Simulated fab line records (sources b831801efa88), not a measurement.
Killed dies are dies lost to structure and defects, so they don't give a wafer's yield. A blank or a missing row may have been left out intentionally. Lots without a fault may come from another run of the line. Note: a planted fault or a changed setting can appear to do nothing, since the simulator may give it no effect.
What tool caused it?	flow sky130	7 lots (21 wafers sampled), 1 step of a 708-step route

WHAT THE GAUGES SHOWED, per wafer
SKY_VT_ADJUST_LVTN_OVL_MEAS_07.
lot	measured	on	VT_ADJUST_LVTN_OVL (nm)
L597	day 7 17:02	overlay-02	-0.6 -2.6 -2.0
L599	day 8 07:33	overlay-01	-0.3 -0.2 -1.3
L605	day 9 15:53	overlay-01	0.7 0.8 0.4
L607	day 10 09:56	overlay-01	0.3 -0.8 -1.2
L610	day 10 23:47	overlay-02	2.0 -1.6 1.0
L616	day 12 10:31	overlay-02	1.8 0.5 -0.2
L618	day 12 19:31	overlay-01	-1.3 -1.6 -1.5

WHAT TOOL EACH LOT RAN ON (gives the tool, then ch and the chambers of the sampled wafers, and finally the start)
No process step before these readings appears in the record.

THE ANSWER, worked out from the rows above alone
Rule: the lots themselves supply what counts as usual. Put in order of their means at a reading, lots are off if they are a third of the lots or fewer, leave a main group of 4 or more, and stand apart from it by a gap of 3 or more times the standard deviation of the main group's means; of several such gaps the widest counts. A main group whose means are all the same, to the digits that the tables above print for the reading, isn't used. A lot without any number at a reading at which 4 lots or more have one is off too. Any other lot the step has rows for is counted as sound.
No lot is off at any reading shown: from this, nothing can be told.

WHAT WAS PUT IN BY THE SIMULATOR
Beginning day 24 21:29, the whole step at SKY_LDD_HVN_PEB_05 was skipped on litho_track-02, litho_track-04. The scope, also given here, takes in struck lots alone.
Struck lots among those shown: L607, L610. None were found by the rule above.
